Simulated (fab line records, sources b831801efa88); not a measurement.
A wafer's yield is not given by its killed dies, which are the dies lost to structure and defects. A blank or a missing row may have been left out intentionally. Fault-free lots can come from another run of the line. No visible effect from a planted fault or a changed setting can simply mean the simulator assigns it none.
fab line records	flow sky130
[record] lots = 7	wafers = 21	last-day = 50
route steps=708 shown FIELD_ISO@3
lots untouched by any fault: they come from a run of this same line in which no faults occurred
start-h: start of the lot's first displayed wafer, in hours after the record's first day	wait-h: hours elapsed since this lot's preceding step	" same as the row above	L1.1+2: a row that stands for several wafers	- no value present, or no start provided	* or withheld: withheld	< > ~ a bound
route shown NAME@n: names a module that has steps shown in the file, with the first one's number in the route	usual: mean/standard deviation of fault-free wafers	same: alike in all rows	chamber/n: place in a boat	sites: per-site readings	_std_site: the values' standard deviation	_edge_site: the outer-site mean with the inner-site mean subtracted	radius-mm: how far each site lies from the wafer's centre	mask NAME#n: copy n	behind: tool/chamber where the wafer was last shaped	hold: what put the lot on hold/how long, in hours/how the hold closed	device: which transistor (n, p or np) failed to switch	end of line: the route-end tests of the same wafers	a step given without rows: its recipe and nothing more	killed: dies lost to structure and defects at the first sort, not the wafer's yield	map: shows each die of a wafer: x if killed, . if not, _ if none is there
set.NAME: the setting as run; set.NAME@STEP: as run at that earlier step	model.NAME: the simulator's own value behind a step, which no gauge read
lots seen at some steps along the route; tables by step, rows by wafer
services: the hour from which a tool's chamber was out of use, counted from the record's first day as start-h (under 0 if before that day), plus the number of hours and why
[[steps]]
[step SKY_FIELD_ISO_THK_MEAS_02]
[recipe] reads = SiO2_of_FIELD_ISO_OXIDATION_01
[usual] FIELD_ISO_OXIDATION_00_THK = 12.05/0.25
lot.wafer	tool	chamber	start-h	wait-h	FIELD_ISO_OXIDATION_00_THK[nm]
L296.2	film-metro-03	-	17.69	0.0	11.61
L296.4	"	-	"	"	11.89
L296.6	"	-	"	"	11.77
L301.2	film-metro-01	-	43.55	0.0	12.42
L301.5	"	-	"	"	12.47
L301.6	"	-	"	"	12.37
L306.3	film-metro-02	-	67.32	0.0	12.09
L306.5	"	-	"	"	12.26
L306.6	"	-	"	"	12.24
L315.3	film-metro-03	-	111.96	0.0	12.30
L315.4	"	-	"	"	12.37
L315.6	"	-	"	"	12.41
L316.2	film-metro-01	-	117.64	0.0	12.51
L316.5	"	-	"	"	12.58
L316.6	"	-	"	"	12.60
L317.1	film-metro-01	-	122.50	0.0	12.17
L317.3	"	-	"	"	12.21
L317.6	"	-	"	"	12.07
L318.1	film-metro-02	-	127.74	0.0	12.08
L318.4	"	-	"	"	12.21
L318.6	"	-	"	"	12.11
[step SKY_FIELD_ISO_CVD_03]
[recipe] material = Si3N4	precursor = DCS/NH3	target-thk-nm = 165	temp-c = 764.7	time-s = 2830	pressure-mtorr = 250
[step SKY_FIELD_ISO_THK_MEAS_04]
[recipe] reads = Si3N4_of_FIELD_ISO_CVD_03
[usual] FIELD_ISO_CVD_03_THK = 149.6/1.4
lot.wafer	tool	chamber	start-h	wait-h	FIELD_ISO_CVD_03_THK[nm]
L296.2	film-metro-01	-	19.54	0.0	151.2
L296.4	"	-	"	"	150.5
L296.6	"	-	"	"	150.8
L301.2	film-metro-02	-	45.40	0.0	150.2
L301.5	"	-	"	"	148.7
L301.6	"	-	"	"	150.4
L306.3	film-metro-02	-	70.00	0.0	148.5
L306.5	"	-	"	"	147.2
L306.6	"	-	"	"	148.4
L315.3	film-metro-01	-	113.81	0.0	149.8
L315.4	"	-	"	"	149.8
L315.6	"	-	"	"	150.3
L316.2	film-metro-03	-	119.48	0.0	151.4
L316.5	"	-	"	"	150.4
L316.6	"	-	"	"	149.1
L317.1	film-metro-02	-	124.34	0.0	150.2
L317.3	"	-	"	"	149.6
L317.6	"	-	"	"	149.9
L318.1	film-metro-02	-	130.27	0.0	151.6
L318.4	"	-	"	"	152.7
L318.6	"	-	"	"	153.2
[step SKY_FIELD_ISO_DEHYDRATE_05]
[recipe] temp-c = 200	time-s = 60
[step SKY_FIELD_ISO_HMDS_06]
[recipe] prime-time-s = 60	prime-temp-c = 120
[step SKY_FIELD_ISO_COAT_07]
[recipe] resist = BARC	temp-c = withheld	time-s = withheld	spin-rpm = 3000	resist-thk-nm = 60
[step SKY_FIELD_ISO_COAT_08]
[recipe] resist = KrF-thick	spin-rpm = 3000	resist-thk-nm = 450
[step SKY_FIELD_ISO_SOFTBAKE_09]
[recipe] temp-c = 100	time-s = 90	resist = KrF-thick
[step SKY_FIELD_ISO_EXPOSE_10]
[recipe] mask-id = FOM	na = 0.68	source-shape = annular	sigma-inner = 0.4	sigma-outer = 0.8	target-cd-nm = 150	dose-mj = 28
[step SKY_FIELD_ISO_PEB_11]
[recipe] peb-temp-c = withheld	peb-time-s = withheld	resist = KrF-thick
[step SKY_FIELD_ISO_DEVELOP_12]
[recipe] develop-time-s = 60	resist = KrF-thick	dev-temp-c = 21
[step SKY_FIELD_ISO_CD_MEAS_13]
[recipe] target-cd-nm = 150
[usual] cd-nm = 150.2/1.2
lot.wafer	tool	chamber	start-h	wait-h	cd-nm
L296.2	cd-sem-02	-	34.45	-	148.0
L296.4	"	-	"	"	149.8
L296.6	"	-	"	"	148.7
L301.2	cd-sem-02	-	61.91	-	149.6
L301.5	"	-	"	"	149.8
L301.6	"	-	"	"	150.5
L306.3	cd-sem-01	-	86.33	-	150.9
L306.5	"	-	"	"	148.6
L306.6	"	-	"	"	152.5
L315.3	cd-sem-02	-	132.62	-	150.0
L315.4	"	-	"	"	150.6
L315.6	"	-	"	"	150.2
L316.2	cd-sem-02	-	137.76	-	151.4
L316.5	"	-	"	"	152.4
L316.6	"	-	"	"	152.7
L317.1	cd-sem-01	-	143.44	-	148.5
L317.3	"	-	"	"	149.1
L317.6	"	-	"	"	148.7
L318.1	cd-sem-02	-	148.84	-	152.3
L318.4	"	-	"	"	151.8
L318.6	"	-	"	"	152.1
[step SKY_FIELD_ISO_ETCH_14]
[recipe] chemistry = N2/H2	target = BARC	ion-energy-ev = 200	source-w = 500	bias-w = 100	pressure-mtorr = 30	n2-flow-sccm = 100	h2-flow-sccm = 200	stop-on = SiO2	time-s = 45.9	target-depth-a = 600
[usual] bias-w = 99.98/0.27	chamber-pressure-mTorr = 29.998/0.029	drypump-motor-current-A = 5.9/0.37	h2-flow-sccm = 200.0/0.56	oes-product-au = 0.855/0.0047	throttle-valve-pct = 13.224/0.01
lot.wafer	tool	chamber	start-h	wait-h	bias-w	chamber-pressure-mTorr	drypump-motor-current-A	h2-flow-sccm	oes-product-au	rf-hours-counter-h	throttle-valve-pct	model.KrF-thick_of_FIELD_ISO_COAT_08.thk-nm
L296.2	rie-diel-03	1	34.55	0.1	99.37	30.008	5.7	199.1	0.856	96	13.208	395
L296.4	"	3	"	"	99.87	29.956	6.2	200.6	0.854	1	13.227	392.6
L296.6	"	1	"	"	99.92	30.039	5.7	200.1	0.851	-	13.234	394.4
L301.2	rie-diel-04	0	62.01	0.1	100.11	30.010	5.7	200.2	0.865	96	13.215	390.8
L301.5	"	2	"	"	99.87	29.996	5.8	199.6	0.856	-	13.232	392.3
L301.6	"	0	"	"	99.88	30.029	5.7	200.6	0.857	-	13.220	389.9
L306.3	rie-diel-02	2	86.41	0.1	100.22	29.999	6.3	199.4	0.859	28	13.226	393.3
L306.5	"	1	"	"	99.86	29.989	5.9	200.3	0.853	-	13.232	394.4
L306.6	"	2	"	"	100.14	29.963	6.2	199.7	0.856	-	13.233	393.6
L315.3	rie-diel-02	2	132.70	0.1	-	-	-	-	-	-	-	435.9
L315.4	"	1	"	"	-	-	-	-	-	-	-	436.1
L315.6	"	0	"	"	-	-	-	-	-	-	-	436.4
L316.2	rie-diel-02	0	137.86	0.1	-	-	-	-	-	-	-	435.2
L316.5	"	2	"	"	-	-	-	-	-	-	-	436
L316.6	"	1	"	"	-	-	-	-	-	-	-	436.9
L317.1	rie-diel-03	0	143.56	0.1	-	-	-	-	-	-	-	438.5
L317.3	"	2	"	"	-	-	-	-	-	-	-	437.9
L317.6	"	3	"	"	-	-	-	-	-	-	-	438
L318.1	rie-diel-04	3	148.96	0.1	100.36	29.974	5.4	199.3	0.853	0	13.220	394
L318.4	"	0	"	"	99.92	29.965	5.7	200.1	0.856	98	13.239	393.4
L318.6	"	0	"	"	99.80	30.044	5.7	200.7	0.850	-	13.224	392.9
[step SKY_FIELD_ISO_ETCH_15]
[recipe] chemistry = CHF3/O2	target-depth-nm = 180	stop-on = Si	source-w = 582.2	bias-w = 200	pressure-mtorr = 40	chf3-flow-sccm = 50	O2_flow_sccm = 5	time-s = 72
[usual] O2_flow_sccm = 5.001/0.016	bias-w = 200.0/0.58	drypump-motor-current-A = 5.8/0.38	oes-product-au = 0.893/0.0064	throttle-valve-pct = 8.830/0.009
lot.wafer	tool	chamber	start-h	wait-h	O2_flow_sccm	bias-w	drypump-motor-current-A	oes-product-au	rf-hours-counter-h	throttle-valve-pct	model.KrF-thick_of_FIELD_ISO_COAT_08.thk-nm
L296.2	rie-diel-03	1	34.59	0.0	5.001	199.7	5.7	0.886	96	8.803	243.9
L296.4	"	3	"	"	4.995	199.0	6.2	0.886	1	8.829	237.1
L296.6	"	1	"	"	5.014	201.4	5.7	0.898	-	8.833	243.9
L301.2	rie-diel-04	0	62.05	0.0	5.009	199.9	5.7	0.896	96	8.825	232.7
L301.5	"	2	"	"	5.004	201.0	5.8	0.894	-	8.827	240.5
L301.6	"	0	"	"	5.008	198.6	5.7	0.894	-	8.831	230.3
L306.3	rie-diel-02	2	86.45	0.0	4.968	199.1	6.2	0.886	28	8.818	239.6
L306.5	"	1	"	"	5.014	200.5	5.9	0.881	-	8.824	241.4
L306.6	"	2	"	"	4.995	200.3	6.2	0.895	-	8.827	239.4
L315.3	rie-diel-02	2	132.74	0.0	5.024	199.7	6.2	0.372	29	8.665	281.9
L315.4	"	1	"	"	5.001	200.1	5.9	0.375	-	8.663	280.2
L315.6	"	0	"	"	5.022	200.2	5.5	0.373	-	8.672	278.1
L316.2	rie-diel-02	0	137.90	0.0	5.038	200.3	5.5	0.377	83	8.667	277.7
L316.5	"	2	"	"	5.020	200.4	6.3	0.377	-	8.682	283
L316.6	"	1	"	"	5.011	199.8	5.9	0.374	-	8.683	280.6
L317.1	rie-diel-03	0	143.60	0.0	4.962	200.5	6.1	0.376	152	8.695	285.8
L317.3	"	2	"	"	5.019	198.9	6.1	0.375	5	8.699	284.9
L317.6	"	3	"	"	4.992	199.9	6.2	0.379	-	8.663	286.2
L318.1	rie-diel-04	3	149.00	0.0	4.973	199.6	5.4	0.897	0	8.841	242.1
L318.4	"	0	"	"	5.013	198.9	5.7	0.904	98	8.841	235.3
L318.6	"	0	"	"	4.991	199.9	5.7	0.905	-	8.840	234
[step SKY_FIELD_ISO_STRIP_16]
[recipe] chemistry = O2/N2	power-w = 1400	pressure-mtorr = 1500	platen-temp-c = withheld	o2-flow-sccm = 3000	n2-flow-sccm = 300	overash-fraction = 0.5
[usual] drypump-motor-current-A = 5.7/0.5	o2-flow-sccm = 2999/9.3	oes-product-au = 0.379/0.0054	strip-time-to-endpoint-s = 3.58/0.044
lot.wafer	tool	chamber	start-h	wait-h	drypump-motor-current-A	o2-flow-sccm	oes-product-au	rf-hours-counter-h	strip-time-to-endpoint-s
L296.2	plasma-asher-02	1	34.65	0.0	6.1	2994	0.381	37	3.65
L296.4	"	1	"	"	6.1	2993	0.377	-	3.56
L296.6	"	0	"	"	5.0	2988	0.384	-	3.61
L301.2	plasma-asher-02	0	62.11	0.0	5.0	2997	0.368	39	3.50
L301.5	"	0	"	"	5.0	2991	0.378	-	3.60
L301.6	"	1	"	"	6.1	3015	0.377	-	3.47
L306.3	plasma-asher-02	0	86.54	0.1	4.9	2990	0.379	-	3.59
L306.5	"	0	"	"	5.0	3015	0.387	-	3.60
L306.6	"	1	"	"	6.1	2997	0.379	-	3.58
L315.3	plasma-asher-02	0	132.83	0.1	5.0	2988	0.394	-	4.04
L315.4	"	1	"	"	6.1	2994	0.397	-	4.01
L315.6	"	0	"	"	5.0	3003	0.400	-	3.99
L316.2	plasma-asher-03	0	137.96	0.0	5.5	2978	0.404	46	3.98
L316.5	"	1	"	"	5.4	2999	0.392	-	4.06
L316.6	"	0	"	"	5.5	2994	0.403	-	4.02
L317.1	plasma-asher-04	1	143.66	0.0	5.8	3001	0.407	2	4.06
L317.3	"	1	"	"	5.8	2996	0.389	-	4.08
L317.6	"	1	"	"	5.8	3002	0.402	-	4.08
L318.1	plasma-asher-04	0	149.06	0.0	6.6	2997	0.374	2	3.61
L318.4	"	1	"	"	5.8	3007	0.379	-	3.54
L318.6	"	0	"	"	6.6	2997	0.372	-	3.52
[step SKY_FIELD_ISO_ETCH_17]
[recipe] target-depth-a = 3420	mask-material = Si3N4	chemistry = HBr/Cl2/O2	target = Si	taper-deg = 5	icp-w = 600	bias-w = 150	pressure-mtorr = 15	HBr_flow_sccm = 150	Cl2_flow_sccm = 40	O2_flow_sccm = 6	time-s = 97.7
[usual] HBr_flow_sccm = 150.0/0.44	O2_flow_sccm = 5.999/0.016	drypump-motor-current-A = 6.0/0.41	oes-product-au = 1.001/0.013	throttle-valve-pct = 25.656/0.013
lot.wafer	tool	chamber	start-h	wait-h	HBr_flow_sccm	O2_flow_sccm	drypump-motor-current-A	oes-product-au	rf-hours-counter-h	throttle-valve-pct
L296.2	rie-si-02	0	34.75	0.1	149.9	5.991	6.7	0.994	23	25.646
L296.4	"	1	"	"	150.5	5.977	6.3	1.007	84	25.636
L296.6	"	1	"	"	150.5	5.984	6.3	1.003	-	25.634
L301.2	rie-si-01	2	62.21	0.1	149.7	6.000	6.0	1.019	11	25.650
L301.5	"	0	"	"	149.7	5.986	5.7	0.984	-	25.663
L301.6	"	1	"	"	150.3	6.007	5.1	1.006	-	25.656
L306.3	rie-si-02	1	86.61	0.0	150.3	6.020	6.3	1.023	85	25.647
L306.5	"	1	"	"	150.6	6.027	6.3	1.013	-	25.647
L306.6	"	0	"	"	149.6	5.971	6.7	0.996	-	25.661
L315.3	rie-si-02	1	132.89	0.0	149.0	5.986	6.3	1.007	85	25.641
L315.4	"	3	"	"	150.6	5.989	6.2	0.998	102	25.637
L315.6	"	0	"	"	150.1	5.997	6.7	0.994	-	25.639
L316.2	rie-si-02	2	138.06	0.1	149.7	6.001	5.8	0.998	31	25.675
L316.5	"	3	"	"	148.9	5.999	6.2	0.993	-	25.665
L316.6	"	2	"	"	149.5	6.006	5.8	1.000	-	25.659
L317.1	rie-si-01	0	143.76	0.1	150.6	5.974	5.7	0.988	48	25.660
L317.3	"	0	"	"	150.9	5.982	5.7	0.993	-	25.645
L317.6	"	0	"	"	150.5	5.986	5.7	0.979	-	25.678
L318.1	rie-si-02	1	149.16	0.1	150.5	6.002	6.3	1.007	85	25.650
L318.4	"	2	"	"	150.0	5.997	5.8	0.997	31	25.664
L318.6	"	3	"	"	150.6	5.979	6.2	0.995	-	25.667
[[services]]
tool	chamber	start-h	hours	kind
rie-diel-02	2	26.84	6.5	repair
rie-si-02	-	30.94	0.2	repair
rie-diel-04	1	35.13	26.7	repair
rie-diel-04	3	37.03	3.9	repair
plasma-asher-02	-	45.33	2.0	repair
rie-diel-04	3	58.21	4.2	repair
rie-diel-03	0	62.70	15.2	repair
rie-si-01	2	67.84	6.8	repair
rie-diel-04	-	68.05	5.5	repair
rie-diel-02	-	71.53	4.2	repair
rie-diel-02	-	73.60	1.5	repair
rie-diel-03	0	78.61	14.3	repair
plasma-asher-03	-	87.69	2.8	pm
rie-diel-02	1	92.74	1.5	repair
rie-diel-02	3	102.94	37.6	repair
plasma-asher-04	-	108.75	9.0	pm
plasma-asher-04	-	112.37	13.3	repair
plasma-asher-02	-	112.78	5.2	repair
rie-diel-03	0	116.35	3.3	repair
rie-diel-02	-	118.37	2.8	pm
rie-si-01	3	132.00	15.4	repair
rie-diel-03	1	134.95	2.3	repair
rie-diel-04	-	139.36	0.7	repair
rie-diel-03	3	145.04	9.6	repair
[[key]]
[first-sign] step = SKY_FIELD_ISO_ETCH_14	reading = tool-record	direction = missing
[effect] step = SKY_FIELD_ISO_ETCH_15	reading = oes-product-au	direction = down	sigmas = 80	usual = 0.893	struck = 0.375
[effect] step = SKY_FIELD_ISO_STRIP_16	reading = strip-time-to-endpoint-s	direction = up	sigmas = 10	usual = *	struck = *
[model-effect] step = SKY_FIELD_ISO_ETCH_14	value = KrF-thick_of_FIELD_ISO_COAT_08.thk-nm	without = 393.8	struck = 436.8
[model-effect] step = SKY_FIELD_ISO_ETCH_15	value = KrF-thick_of_FIELD_ISO_COAT_08.thk-nm	without = 239.1	struck = 282.1
met-at SKY_FIELD_ISO_ETCH_14
struck-wafers L315.3,L315.4,L315.6,L316.2,L316.5,L316.6,L317.1,L317.3,L317.6
later-rows-left-out L315.3,L315.4,L315.6,L316.2,L316.5,L316.6,L317.1,L317.3,L317.6
sort-left-out L315.3,L315.4,L315.6,L316.2,L316.5,L316.6,L317.1,L317.3,L317.6
tester-left-out L315,L316,L317
onset-between 86.41 132.70
[fault] kind = skipped-step-whole	tool = rie-diel-02,rie-diel-03	chamber = -	onset-h = 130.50	steps = SKY_FIELD_ISO_ETCH_14	scope = struck-lots-only
// tester-left-out: of these lots the tester's yield and bins aren't shown, on N5 and GAA mostly nor the transistor test; their killed dies are dies lost to structure and defects alone, not to doping, threshold or leakage, so they don't give the yield
// sort-left-out: the simulated sort isn't trusted on such a fault, so these wafers' sort isn't shown, and their yield isn't known
// later-rows-left-out: the simulator's readings of these wafers behind a module that went badly wrong aren't trusted and aren't shown, but for the sort
